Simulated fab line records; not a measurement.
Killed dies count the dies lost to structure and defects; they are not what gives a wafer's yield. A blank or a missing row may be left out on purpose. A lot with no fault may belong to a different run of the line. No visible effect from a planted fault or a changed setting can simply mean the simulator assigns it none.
What tool caused it? :: flow gf180mcu :: route of 602 steps, sampled at 1 step: 6 lots, 18 wafers

== WHAT THE GAUGES READ, wafer by wafer ==
GF_M4_THK_MEAS_06: measures by xrf.
lot: L263
measured: day 22 18:24
on: film metro-03
M4_ALCU_THK (nm): 447 448 444

lot: L265
measured: day 23 12:22
on: film metro-02
M4_ALCU_THK (nm): 435 438 434

lot: L268
measured: day 24 13:38
on: film metro-02
M4_ALCU_THK (nm): 439 440 441

lot: L270
measured: day 25 06:52
on: film metro-02
M4_ALCU_THK (nm): 434 436 438

lot: L272
measured: day 25 23:43
on: film metro-02
M4_ALCU_THK (nm): 442 442 438

lot: L277
measured: day 27 15:47
on: film metro-03
M4_ALCU_THK (nm): 454 453 454

== WHICH TOOL RAN EACH LOT (tool, then ch and the chambers of the sampled wafers, then the start) ==
Record: no process step prior to these readings.

== THE ANSWER, worked out from the rows above alone ==
Rule: the lots themselves supply what counts as usual. Put in order of their means at a reading, lots are off if they are a third of the lots or fewer, leave a main group of 4 or more, and stand apart from it by a gap of 3 or more times the standard deviation of the main group's means; of several such gaps the widest counts. A main group whose means are all the same, to the digits that the tables above print for the reading, isn't used. A lot without any number at a reading at which 4 lots or more have one is off too. All remaining lots with rows at the step are treated as sound.
None of the lots is off at any reading shown; this tells nothing.

== WHAT HAD BEEN PUT IN BY THE SIMULATOR ==
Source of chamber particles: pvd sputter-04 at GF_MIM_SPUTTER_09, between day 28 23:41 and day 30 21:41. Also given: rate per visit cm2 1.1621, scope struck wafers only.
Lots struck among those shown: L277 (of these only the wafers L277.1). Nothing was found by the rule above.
